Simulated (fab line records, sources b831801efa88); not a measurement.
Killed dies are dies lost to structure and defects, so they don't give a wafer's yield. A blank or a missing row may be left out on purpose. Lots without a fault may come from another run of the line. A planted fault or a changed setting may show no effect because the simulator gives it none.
fab line records | flow sky130
record lots=6 wafers=18 last_day=50
route steps=708 shown LDD_HVN@274 LDD_HVP@278 LDD_LDN@289 PAD_OPEN@708
lots that met no fault: from a run of the same line without faults
start_h: hours from the record's first day to the start of the lot's first wafer shown | wait_h: hours since the lot's step before | " the same as in the row above | L1.1+2: a row that stands for several wafers | - no value, or no start given | * or withheld: withheld | < > ~ a bound
route shown NAME@n: a module of which the file shows steps, and the number in the route of the first | usual: mean/standard deviation of fault-free wafers | same: alike in all rows | chamber/n: place in a boat | sites: the reading at each site | _std_site: their standard deviation | _edge_site: outer sites' mean less inner sites' | radius_mm: how far each site lies from the wafer's centre | mask NAME#n: copy n | behind: the tool/chamber that last shaped the wafer | hold: why the lot was held/for how many hours/how that ended | device: the transistor (n, p or np) that didn't switch | end of line: the same wafers' tests at the end of the route | a step without rows: its recipe alone | killed: dies lost to structure and defects at the first sort, not the wafer's yield | map: a wafer's dies, x killed, . not, _ none there
set.NAME: the setting as run; set.NAME@STEP: as run at that earlier step | model.NAME: the simulator's own value behind a step, which no gauge read
lots at some steps of the route; a table a step, a row a wafer
services: from which hour (start_h, from the record's first day; less than 0 if before it) a tool's chamber was out of use, for how many hours, and why
## steps
# step SKY_LDD_HVN_OVL_MEAS_07
# usual LDD_HVN_OVL=-0.1/1.3
# columns lot.wafer tool chamber start_h wait_h LDD_HVN_OVL[nm]
L862.2 overlay-02 - 486.92 0.1 1.3
L862.5 " - " " 0.8
L862.6 " - " " 1.6
L867.2 overlay-01 - 534.15 0.1 0.3
L867.4 " - " " 0.5
L867.5 " - " " -1.7
L868.1 overlay-02 - 538.35 0.1 0.0
L868.3 " - " " 0.0
L868.4 " - " " 0.6
L874.1 overlay-02 - 590.92 0.1 -1.8
L874.2 " - " " 0.0
L874.4 " - " " -1.0
L880.1 overlay-02 - 632.30 0.1 -1.7
L880.2 " - " " -1.0
L880.4 " - " " -1.8
L881.2 overlay-02 - 644.65 0.1 -1.7
L881.3 " - " " -0.1
L881.5 " - " " -1.9
# step SKY_LDD_HVN_IMPLANT_08
# recipe species=P energy_kev=60 dose_cm2=3e+13 tilt_deg=40
# step SKY_LDD_HVN_STRIP_09
# recipe chemistry=O2/N2 power_w=1400 pressure_mtorr=1500 platen_temp_c=withheld o2_flow_sccm=3000 n2_flow_sccm=300 overash_fraction=0.5
# usual drypump_motor_current_A=5.8/0.53 oes_product_au=0.409/0.0049 strip_time_to_endpoint_s=4.134/0.015
# columns lot.wafer tool chamber start_h wait_h drypump_motor_current_A oes_product_au rf_hours_counter_h strip_time_to_endpoint_s
L862.2 plasma_asher-03 0 487.10 0.1 6.0 0.407 79 4.151
L862.5 " 0 " " 6.0 0.411 - 4.142
L862.6 " 1 " " 5.9 0.410 - 4.136
L867.2 plasma_asher-03 1 534.33 0.1 5.9 0.408 83 4.105
L867.4 " 1 " " 5.9 0.418 - 4.135
L867.5 " 1 " " 5.9 0.402 - 4.097
L868.1 plasma_asher-01 1 538.53 0.1 6.1 0.414 73 4.140
L868.3 " 0 " " 4.9 0.407 - 4.116
L868.4 " 1 " " 6.1 0.412 - 4.116
L874.1 plasma_asher-01 0 591.10 0.1 4.9 0.405 79 4.113
L874.2 " 1 " " 6.1 0.416 79 4.150
L874.4 " 0 " " 4.9 0.408 - 4.152
L880.1 plasma_asher-04 0 632.48 0.1 6.6 0.406 46 4.105
L880.2 " 1 " " 5.3 0.406 46 4.139
L880.4 " 0 " " 6.6 0.398 - 4.132
L881.2 plasma_asher-03 0 644.83 0.1 6.0 0.403 96 4.143
L881.3 " 1 " " 5.9 0.403 - 4.120
L881.5 " 1 " " 5.9 0.403 - 4.133
# step SKY_LDD_HVN_TW_MEAS_10
# usual LDD_HVN_TW=1444/17
# columns lot.wafer tool chamber start_h wait_h LDD_HVN_TW
L862.2 film_metro-02 - 487.21 0.1 1425
L862.5 " - " " 1419
L862.6 " - " " 1419
L867.2 film_metro-01 - 534.44 0.1 1449
L867.4 " - " " 1458
L867.5 " - " " 1460
L868.1 film_metro-04 - 538.63 0.1 1455
L868.3 " - " " 1463
L868.4 " - " " 1451
L874.1 film_metro-04 - 591.20 0.1 1464
L874.2 " - " " 1458
L874.4 " - " " 1465
L880.1 film_metro-04 - 632.58 0.1 1457
L880.2 " - " " 1466
L880.4 " - " " 1459
L881.2 film_metro-04 - 644.94 0.1 1454
L881.3 " - " " 1457
L881.5 " - " " 1457
# step SKY_LDD_HVP_DEHYDRATE_00
# recipe temp_c=200 time_s=60
# step SKY_LDD_HVP_HMDS_01
# recipe prime_time_s=60 prime_temp_c=120
# step SKY_LDD_HVP_COAT_02
# recipe resist=NOVOLAK spin_rpm=3000 resist_thk_nm=300
# step SKY_LDD_HVP_SOFTBAKE_03
# recipe temp_c=90 time_s=60 resist=NOVOLAK
# step SKY_LDD_HVP_EXPOSE_04
# recipe mask_id=HVPTM na=0.6 source_shape=conventional sigma_outer=0.6 polarization=unpolarized target_cd_nm=700 dose_mj=86
# step SKY_LDD_HVP_PEB_05
# recipe temp_c=withheld time_s=* resist=NOVOLAK
# step SKY_LDD_HVP_DEVELOP_06
# recipe resist=NOVOLAK developer=TMAH develop_time_s=60 dev_temp_c=23
# step SKY_LDD_HVP_OVL_MEAS_07
# usual LDD_HVP_OVL=0.1/1.5
# columns lot.wafer tool chamber start_h wait_h LDD_HVP_OVL[nm]
L862.2 overlay-02 - 517.47 0.1 -2.7
L862.5 " - " " -1.1
L862.6 " - " " -2.3
L867.2 overlay-01 - 564.53 0.1 1.3
L867.4 " - " " -1.2
L867.5 " - " " -0.8
L868.1 overlay-01 - 568.42 0.1 2.7
L868.3 " - " " 2.0
L868.4 " - " " 5.5
L874.1 overlay-02 - 619.90 0.1 -1.5
L874.2 " - " " -1.2
L874.4 " - " " -1.3
L880.1 overlay-01 - 662.07 0.1 1.4
L880.2 " - " " 1.4
L880.4 " - " " -1.7
L881.2 overlay-02 - 674.06 0.1 2.7
L881.3 " - " " -1.9
L881.5 " - " " 0.2
# step SKY_LDD_HVP_IMPLANT_08
# recipe species=B energy_kev=20 dose_cm2=1.7e+13 tilt_deg=17.9
# usual dose_ions_cm2=1.7002e+13/1.9e+10 faraday_current_uA=96.0/1.6
# columns lot.wafer tool chamber start_h wait_h dose_ions_cm2 faraday_current_uA
L862.2 implanter-02 0 517.53 0.0 1.7021e+13 97.7
L862.5 " 0 " " 1.7002e+13 95.8
L862.6 " 0 " " 1.7024e+13 95.9
L867.2 implanter-02 0 564.58 0.0 1.0863e+13 61.9
L867.4 " 0 " " 1.0848e+13 62.4
L867.5 " 0 " " 1.0825e+13 60.2
L868.1 implanter-02 0 568.45 0.0 1.0795e+13 62.5
L868.3 " 0 " " 1.0808e+13 61.2
L868.4 " 0 " " 1.081e+13 59.8
L874.1 implanter-03 0 619.94 0.0 1.6984e+13 97.3
L874.2 " 0 " " 1.699e+13 95.9
L874.4 " 0 " " 1.6986e+13 94.0
L880.1 implanter-04 0 662.11 0.0 1.7026e+13 94.7
L880.2 " 0 " " 1.7017e+13 94.0
L880.4 " 0 " " 1.7003e+13 95.4
L881.2 implanter-02 0 674.11 0.0 1.7012e+13 95.9
L881.3 " 0 " " 1.6981e+13 94.2
L881.5 " 0 " " 1.6977e+13 96.3
# step SKY_LDD_HVP_STRIP_09
# recipe chemistry=O2/N2 power_w=1400 pressure_mtorr=1500 platen_temp_c=withheld o2_flow_sccm=3000 n2_flow_sccm=300 overash_fraction=0.5
# usual drypump_motor_current_A=5.7/0.54 oes_product_au=0.408/0.005 strip_time_to_endpoint_s=4.136/0.016
# columns lot.wafer tool chamber start_h wait_h drypump_motor_current_A oes_product_au rf_hours_counter_h strip_time_to_endpoint_s
L862.2 plasma_asher-04 0 517.65 0.1 6.6 0.402 40 4.125
L862.5 " 1 " " 5.3 0.406 - 4.132
L862.6 " 0 " " 6.6 0.412 - 4.135
L867.2 plasma_asher-02 0 564.71 0.1 4.9 0.408 13 4.128
L867.4 " 1 " " 5.5 0.404 - 4.133
L867.5 " 0 " " 4.9 0.409 - 4.153
L868.1 plasma_asher-02 1 568.60 0.1 5.6 0.399 14 4.108
L868.3 " 0 " " 4.9 0.405 - 4.108
L868.4 " 1 " " 5.6 0.401 - 4.124
L874.1 plasma_asher-04 1 620.09 0.1 5.3 0.403 45 4.128
L874.2 " 0 " " 6.6 0.415 45 4.139
L874.4 " 1 " " 5.3 0.409 - 4.114
L880.1 plasma_asher-02 1 662.26 0.1 5.5 0.405 24 4.149
L880.2 " 0 " " 4.9 0.411 24 4.132
L880.4 " 0 " " 4.9 0.407 - 4.148
L881.2 plasma_asher-03 0 674.24 0.1 6.0 0.406 99 4.146
L881.3 " 1 " " 5.9 0.405 - 4.124
L881.5 " 1 " " 5.9 0.407 - 4.149
# step SKY_LDD_HVP_TW_MEAS_10
# usual LDD_HVP_TW=460/3.7
# columns lot.wafer tool chamber start_h wait_h LDD_HVP_TW
L862.2 film_metro-03 - 517.76 0.1 455
L862.5 " - " " 455
L862.6 " - " " 452
L867.2 film_metro-04 - 564.82 0.1 404
L867.4 " - " " 405
L867.5 " - " " 406
L868.1 film_metro-01 - 568.70 0.1 400
L868.3 " - " " 398
L868.4 " - " " 400
L874.1 film_metro-03 - 620.19 0.1 455
L874.2 " - " " 452
L874.4 " - " " 456
L880.1 film_metro-03 - 662.36 0.1 453
L880.2 " - " " 457
L880.4 " - " " 455
L881.2 film_metro-01 - 674.35 0.1 460
L881.3 " - " " 463
L881.5 " - " " 459
# step SKY_LDD_LDN_DEHYDRATE_00
# recipe temp_c=200 time_s=60
# step SKY_PAD_OPEN_PROBE_99
# usual killed_at_M0_to_M3=44/6.2 killed_at_M4_up=3.3/1.7 killed_at_contacts=24/4.9 killed_at_front_end=16/5 killed_at_other=0.3/0.48 killed_dies=88/9 killed_open=48/7 killed_short=39/6.1
# same gross_dies=492 killed_at_back_side=0
# columns lot.wafer tool chamber start_h wait_h killed_at_M0_to_M3 killed_at_M4_up killed_at_contacts killed_at_front_end killed_at_other killed_dies killed_open killed_short model.etest.tip_p_5v.rs_ohm_sq model.etest.pfet_g5v0d10v5.r_on_ohm_um model.etest.tip_p_5v.rs_ohm_sq_range model.etest.pfet_g5v0d10v5.drive_ua_um model.etest.pfet_g5v0d10v5.off_log10_a_um
L862.6 prober-01 - 1090.83 0.2 37 3 22 16 1 79 46 28 2866 4720 102.5 343 -12.44
L867.2 prober-02 - 1118.37 0.1 50 3 27 15 0 95 45 50 3984 4922 132.3 327.2 -13.1
L867.4 prober-02 - 1118.47 0.2 32 5 27 14 0 78 47 31 3991 4912 175.9 334.3 -12.57
L867.5 prober-02 - 1118.52 0.2 46 5 26 15 0 92 48 43 3976 4916 88.11 330.4 -12.67
L868.1 prober-01 - 1129.97 0.1 47 7 19 18 0 91 52 39 3984 4901 116.1 329.3 -12.94
L868.3 prober-01 - 1130.07 0.2 46 7 21 28 0 102 54 45 4002 4875 208.9 333.4 -13.05
L868.4 prober-01 - 1130.12 0.2 54 4 28 10 1 97 52 44 3972 4969 189.2 328.1 -12.97
L874.2 prober-01 - 1160.37 0.1 35 4 19 21 0 79 43 35 2863 4762 96.29 339.5 -12.35
L880.1 prober-01 - 1189.03 0.1 49 6 19 16 1 91 51 38 2869 4663 93.47 347.2 -12.62
L880.2 prober-01 - 1189.08 0.1 44 3 21 20 0 88 47 41 2856 4674 63.14 346.8 -12.53
L880.4 prober-01 - 1189.18 0.2 50 2 14 12 0 78 41 37 2885 4744 81.05 344.4 -12.42
L881.2 prober-02 - 1189.87 0.1 43 1 27 12 0 83 47 36 2889 4724 159.2 343.3 -12.76
L881.3 prober-02 - 1189.92 0.2 51 1 37 21 1 111 71 40 2883 4785 82.12 340 -12.96
L881.5 prober-02 - 1190.02 0.2 44 2 26 15 0 87 40 47 2870 4714 87.82 347.2 -13
# killed by level:class
L862.6 VIA1:geometric_particle:open=10 FIELD_ISO:geometric_particle:open=7 CONTACT:geometric_particle:open=6 LI_CONTACT:geometric_particle:open=6 METAL1:geometric_particle:short=6 VIA3:geometric_particle:open=6 VIA2:geometric_particle:open=4 FIELD_ISO:geometric_particle:short=3
L867.2 VIA1:geometric_particle:open=11 CONTACT:geometric_particle:open=8 VIA2:geometric_particle:short=8 CONTACT:geometric_particle:short=7 VIA2:geometric_particle:open=6 VIA3:geometric_particle:open=6 LOCAL_INTERCONNECT:geometric_particle:short=5 POLY_GATE:geometric_particle:short=5
L867.4 CONTACT:geometric_particle:open=10 VIA1:geometric_particle:open=10 VIA3:geometric_particle:open=6 LI_CONTACT:geometric_particle:open=5 POLY_GATE:geometric_particle:open=4 LI_CONTACT:geometric_particle:short=4 CONTACT:geometric_particle:short=4 METAL1:geometric_particle:short=4
L867.5 CONTACT:geometric_particle:open=12 VIA1:geometric_particle:open=8 VIA2:geometric_particle:open=7 METAL2:geometric_particle:short=7 METAL1:geometric_particle:short=7 LI_CONTACT:geometric_particle:open=6 VIA3:geometric_particle:open=5 VIA3:geometric_particle:short=4
L868.1 VIA1:geometric_particle:open=13 METAL2:geometric_particle:short=9 VIA2:geometric_particle:open=7 CONTACT:geometric_particle:open=6 VIA3:geometric_particle:open=6 LOCAL_INTERCONNECT:geometric_particle:short=5 METAL4:geometric_particle:short=5 FIELD_ISO:geometric_particle:open=4
L868.3 VIA1:geometric_particle:open=13 VIA3:geometric_particle:open=9 FIELD_ISO:geometric_particle:short=6 POLY_GATE:geometric_particle:short=6 LI_CONTACT:geometric_particle:open=6 CONTACT:geometric_particle:open=6 VIA2:geometric_particle:short=6 FIELD_ISO:geometric_particle:open=5
L868.4 VIA1:geometric_particle:open=11 VIA2:geometric_particle:open=11 METAL2:geometric_particle:short=9 VIA3:geometric_particle:open=9 LI_CONTACT:geometric_particle:open=8 CONTACT:geometric_particle:short=6 FIELD_ISO:geometric_particle:short=5 LI_CONTACT:geometric_particle:short=5
L874.2 LI_CONTACT:geometric_particle:open=9 FIELD_ISO:geometric_particle:short=7 METAL2:geometric_particle:short=6 VIA3:geometric_particle:open=6 FIELD_ISO:geometric_particle:open=5 CONTACT:geometric_particle:open=5 VIA1:geometric_particle:open=5 POLY_GATE:geometric_particle:open=4
L880.1 VIA1:geometric_particle:open=11 CONTACT:geometric_particle:open=8 LI_CONTACT:geometric_particle:open=6 VIA1:geometric_particle:short=6 VIA3:geometric_particle:open=6 FIELD_ISO:geometric_particle:short=5 METAL2:geometric_particle:short=5 POLY_GATE:geometric_particle:open=4
L880.2 VIA1:geometric_particle:open=12 CONTACT:geometric_particle:open=7 LI_CONTACT:geometric_particle:open=6 VIA1:geometric_particle:short=6 METAL3:geometric_particle:short=6 FIELD_ISO:geometric_particle:short=5 FIELD_ISO:geometric_particle:open=5 POLY_GATE:geometric_particle:open=5
L880.4 VIA1:geometric_particle:open=11 VIA2:geometric_particle:open=10 METAL2:geometric_particle:short=9 CONTACT:geometric_particle:open=7 METAL1:geometric_particle:short=5 VIA2:geometric_particle:short=5 FIELD_ISO:geometric_particle:short=4 LI_CONTACT:geometric_particle:open=4
L881.2 VIA1:geometric_particle:open=15 CONTACT:geometric_particle:open=10 CONTACT:geometric_particle:short=9 VIA1:geometric_particle:short=6 LI_CONTACT:geometric_particle:open=5 VIA3:geometric_particle:open=5 VIA2:geometric_particle:open=5 POLY_GATE:geometric_particle:short=4
L881.3 VIA2:geometric_particle:open=19 CONTACT:geometric_particle:open=16 LI_CONTACT:geometric_particle:open=10 VIA3:geometric_particle:open=8 VIA1:geometric_particle:open=7 METAL2:geometric_particle:short=6 VIA3:geometric_particle:short=6 FIELD_ISO:geometric_particle:open=5
L881.5 VIA1:geometric_particle:open=10 CONTACT:geometric_particle:open=8 LOCAL_INTERCONNECT:geometric_particle:short=7 VIA1:geometric_particle:short=6 LI_CONTACT:geometric_particle:open=5 METAL2:geometric_particle:short=5 VIA2:geometric_particle:short=5 VIA2:geometric_particle:open=5
## services
# columns tool chamber start_h hours kind
plasma_asher-03 - 471.61 2.8 pm
plasma_asher-03 - 477.05 4.3 pm
plasma_asher-02 - 478.98 2.8 pm
implanter-04 - 486.03 4.5 repair
implanter-03 - 514.47 2.1 repair
implanter-03 - 516.10 4.0 repair
implanter-02 - 527.57 1.9 repair
plasma_asher-04 - 534.69 14.6 pm
plasma_asher-02 - 544.48 4.2 repair
plasma_asher-04 - 557.11 28.1 pm
implanter-03 - 557.72 2.2 repair
implanter-03 - 575.96 3.6 repair
plasma_asher-04 - 594.61 10.1 repair
implanter-02 - 598.74 3.2 repair
implanter-02 - 609.06 5.8 repair
implanter-02 - 642.17 2.7 pm
implanter-03 - 653.20 3.7 pm
plasma_asher-04 - 655.99 3.2 repair
implanter-04 - 667.07 15.7 repair
## key
first_sign step=SKY_LDD_HVP_IMPLANT_08 reading=dose_ions_cm2 direction=down sigmas=99+ usual=* struck=*
effect step=SKY_LDD_HVP_IMPLANT_08 reading=faraday_current_uA direction=down sigmas=21 usual=96.0 struck=61.3
effect step=SKY_LDD_HVP_TW_MEAS_10 reading=LDD_HVP_TW direction=down sigmas=16 usual=460 struck=402
model_effect step=SKY_PAD_OPEN_PROBE_99 value=etest.tip_p_5v.rs_ohm_sq without=2859 struck=3985
met_at SKY_LDD_HVP_IMPLANT_08
struck_wafers L867.2,L867.4,L867.5,L868.1,L868.3,L868.4
tester_left_out L867,L868
onset_between 517.53 564.58
fault kind=process_parameter_drift tool=implanter-02 chamber=- onset_h=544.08 steps=SKY_LDD_HVP_IMPLANT_08 channel=dose_cm2 offset=* shape=step end_h=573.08 acts_in=* stated=*
# tester_left_out: of these lots the tester's yield and bins aren't shown, on N5 and GAA mostly nor the transistor test; their killed dies are dies lost to structure and defects alone, not to doping, threshold or leakage, so they don't give the yield
